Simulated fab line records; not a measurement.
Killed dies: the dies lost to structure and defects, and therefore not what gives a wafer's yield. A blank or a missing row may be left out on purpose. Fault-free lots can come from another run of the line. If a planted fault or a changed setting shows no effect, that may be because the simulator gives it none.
Comparing a struck lot with a sound one | flow sky130 | 15 out of 708 route steps
Sound: wafers L223.2, L223.3, L223.4. Wafers struck: L230.1, L230.2, L230.4. Last of all comes the cause.
Each step with rows lists, per side, the tool, then ch with its chambers, then its first start. Under that, the readings that differ: sound wafers | struck wafers | difference of the means | sigmas: that difference in standard deviations of wafers without a fault.
alike: same words and numbers on both sides, and readings whose means sit less than 2 such deviations apart. not compared: any withheld reading, any reading some wafer has no value for, any bound like >300 that may hide the same value, and any number with overlapping values for which the record gives no deviation.
The two part at a step that has a row with sigmas, a row that says differs or no value, or rows on one side only. Numbers that have no deviation but don't overlap get no sigmas and don't part them. A reading that every wafer of one side lacks parts them only if that side has two wafers or more.

SKY_VIA2_STRIP_16: strips in O2/N2.
  sound on plasma asher-01 ch 0,1, day 39 19:11; struck on plasma asher-02 ch 0,1, day 41 15:51
  reading                     | sound       | struck      | difference | sigmas
  drypump motor current A (A) | 6.3 6.3 6.1 | 4.8 5.4 5.4 | -1.0       | -2
  alike: oes product au, strip time to endpoint s
  not compared: rf hours counter h
then, 4 steps without rows for these wafers: SKY_VIA2_STRIP_17 (strips in post etch residue remover, time 1200 s); SKY_VIA2_CLEAN_18 (cleans in IPA, time 180 s); SKY_VIA2_CLEAN_19 (cleans in O3/DIW); SKY_VIA2_SPUTTER_20 (material TiN, target thk 20 nm, time 80 s).
SKY_VIA2_CVD_21: deposits W, target thk 420 nm, time 126.4 s.
  sound on cvd w-02 ch 1, day 39 19:54; struck on cvd w-01 ch 0,1, day 41 16:30
  alike: heater power outer w, heater power w
SKY_VIA2_RS_MEAS_22: a four-point-probe measurement.
  sound on film metro-02, day 39 20:08; struck on film metro-01, day 41 16:38
  alike: VIA2_W_RS
SKY_VIA2_THK_MEAS_23: measures by xrf.
  sound on film metro-02, day 39 20:14; struck on film metro-01, day 41 16:45
  alike: VIA2_W_THK
then, 1 step without rows for these wafers: SKY_VIA2_CMP_24 (polishes, stops on SiO2, t overpolish 20 s, target thk 0 nm).
SKY_METAL3_SPUTTER_00: material Ti, target thk 15 nm, time 10 s.
  sound on pvd sputter-03, day 39 20:35; struck on pvd sputter-03, day 41 17:07
  alike: chamber pressure pa, throttle valve pct
SKY_METAL3_SPUTTER_01: material TiN, target thk 20 nm, time 16.7 s.
  sound on pvd sputter-03, day 39 20:37; struck on pvd sputter-03, day 41 17:08
  alike: chamber pressure pa, throttle valve pct
SKY_METAL3_SPUTTER_02: material AlCu, target thk 735 nm, time 39.1 s.
  sound on pvd sputter-03, day 39 20:38; struck on pvd sputter-03, day 41 17:10
  alike: chamber pressure pa, throttle valve pct
SKY_METAL3_SPUTTER_03: material Ti, target thk 5 nm, time 3.3 s.
  sound on pvd sputter-03, day 39 20:41; struck on pvd sputter-03, day 41 17:12
  reading                                   | sound             | struck           | difference | sigmas
  model.Ti_of_METAL3_SPUTTER_03.thk nm (nm) | 4.861 4.974 4.906 | 4.65 4.558 4.584 | -0.32      |
  alike: chamber pressure pa, throttle valve pct
then, 1 step without rows for these wafers: SKY_METAL3_SPUTTER_04 (material TiN, target thk 70 nm, time 58.3 s).
-- the record jumps here: 8 days lie between the struck wafers' starts before and after (it left off in module METAL3 and takes up again in module PAD_OPEN, whose first step shown is number 708 of the route) --
SKY_PAD_OPEN_PROBE_99:
  sound on prober-01, day 48 17:59; struck on prober-02, day 50 00:05
  alike: defect limited yield, killed_at_M0_to_M3, killed_at_M4_up, killed at contacts, killed at front end, killed at other, killed dies, killed open, killed short, sort_bin_3_pad_short, sort_bin_5_function, sort_bin_6_memory, sort n pass, sort yield pct

== WHERE THEY PART ==
Only at SKY_VIA2_STRIP_16, as far as this record shows. Later steps at which nothing parts them and some readings are alike: SKY_VIA2_CVD_21, SKY_VIA2_RS_MEAS_22, SKY_VIA2_THK_MEAS_23, SKY_METAL3_SPUTTER_00, SKY_METAL3_SPUTTER_01, SKY_METAL3_SPUTTER_02, SKY_METAL3_SPUTTER_03, SKY_PAD_OPEN_PROBE_99.

WHY: whatever the simulator had introduced
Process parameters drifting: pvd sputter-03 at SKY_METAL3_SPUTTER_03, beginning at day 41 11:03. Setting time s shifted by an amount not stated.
